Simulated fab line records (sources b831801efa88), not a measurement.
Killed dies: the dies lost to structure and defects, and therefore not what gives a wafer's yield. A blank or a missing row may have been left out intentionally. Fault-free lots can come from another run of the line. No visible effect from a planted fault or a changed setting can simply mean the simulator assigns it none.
Struck lot and sound lot, side by side ; flow sky130 ; 16 out of 708 route steps
Sound: these wafers, L952.2, L952.5, L952.6. Wafers L956.1, L956.2, L956.5 were the ones struck. The cause is given at the end.
For every step that has rows: the tool of each side, followed by ch and its chambers, followed by its first start. Under that, the readings that differ: sound wafers ; struck wafers ; difference of the means ; sigmas: that difference in standard deviations of wafers without a fault.
alike: words and numbers the same on both sides, and readings whose means are apart by under 2 such deviations; not compared: readings that were withheld, readings missing a value for some wafer, numbers with overlapping values and no deviation given by the record, and bounds like >300 which may hide the same value.
Wherever a step has rows on one side only, a row that says differs or no value, or a row with sigmas, the two part there. Numbers that have no deviation but don't overlap get no sigmas and don't part them. A reading missing from all wafers of one side parts the sides only when that side holds two or more wafers.

first, 3 steps without rows for these wafers: SKY_METAL1_EXPOSE_12 (exposes mask MM1, target cd 140 nm); SKY_METAL1_PEB_13; SKY_METAL1_DEVELOP_14 (develop time 60 s).
SKY_METAL1_CD_MEAS_15: the cd target is 140 nm.
  sound: cd sem-02 at day 33 22:39; struck: cd sem-01 at day 35 03:53
  alike: cd nm
SKY_METAL1_OVL_MEAS_16:
  sound: overlay-02 at day 33 22:46; struck: overlay-01 at day 35 04:00
reading;sound;struck;difference;sigmas
METAL1_OVL (nm);19 15 11;-1 -1 -2;-16;-3
SKY_METAL1_DESCUM_17: chemistry O2, time 8 s.
  sound on rie metal-04 ch 0,1, day 33 22:47; struck on rie metal-01 ch 0,1, day 35 04:02
  alike: drypump motor current A, oes product au, rf fwd power W
  not compared: rf hours counter h
SKY_METAL1_ETCH_18: etches BARC in N2/H2, stops on SiO2, time 45.9 s, target depth 60 nm.
  sound on rie metal-04 ch 0,1, day 33 22:49; struck on rie metal-01 ch 0,1, day 35 04:04
  alike: drypump motor current A, oes product au, rf fwd power W, throttle valve pct
  not compared: rf hours counter h
SKY_METAL1_METAL_ETCH_19: etches the open film in Cl2/BCl3, stops on SiO2, target depth 360 nm, time 78 s.
  sound on rie metal-04 ch 0,1, day 33 22:53; struck on rie metal-01 ch 0,1, day 35 04:08
  alike: bcl3 flow sccm, drypump motor current A, oes product au, rf fwd power W, throttle valve pct
  not compared: rf hours counter h
SKY_METAL1_STRIP_20: strips in O2/N2.
  sound on plasma asher-03 ch 0,1, day 33 22:58; struck on plasma asher-04 ch 0,1, day 35 04:13
  alike: drypump motor current A, oes product au, strip time to endpoint s
  not compared: rf hours counter h
then, 3 steps without rows for these wafers: SKY_METAL1_STRIP_21 (strips in post etch residue remover, time 1200 s); SKY_METAL1_CLEAN_22 (cleans in IPA, time 180 s); SKY_METAL1_CLEAN_23 (cleans in O3/DIW).
SKY_VIA1_HDPCVD_00: deposits SiO2, target thk 1030 nm, time 171.7 s.
  sound on hdpcvd-02 ch 0,1,2, day 33 23:34; struck on hdpcvd-02 ch 0,1, day 35 05:06
SKY_VIA1_THK_MEAS_01:
  sound: film metro-03 at day 33 23:41; struck: film metro-03 at day 35 05:13
reading;sound;struck;difference;sigmas
VIA1_HDPCVD_THK (nm);1037 1036 1034;2078 2074 2060;+1035;+99 or more
SKY_VIA1_CMP_02: polishes SiO2.
  sound on cmp-01 ch 0,1, day 33 23:47; struck on cmp-01 ch 0,2,3, day 35 05:20
  alike: motor current A, slurry filter dp kPa
-- the record jumps here: 13 days lie between the struck wafers' starts before and after (it left off in module VIA1 and takes up again in module PAD_OPEN, whose first step shown is number 708 of the route) --
SKY_PAD_OPEN_PROBE_99:
  record: rows for the struck wafers here (prober-01, day 47 19:43), none for the sound ones

== WHERE THEY PART ==
First at SKY_METAL1_OVL_MEAS_16; last, within this record, at SKY_PAD_OPEN_PROBE_99.

WHY: what the simulator had put in
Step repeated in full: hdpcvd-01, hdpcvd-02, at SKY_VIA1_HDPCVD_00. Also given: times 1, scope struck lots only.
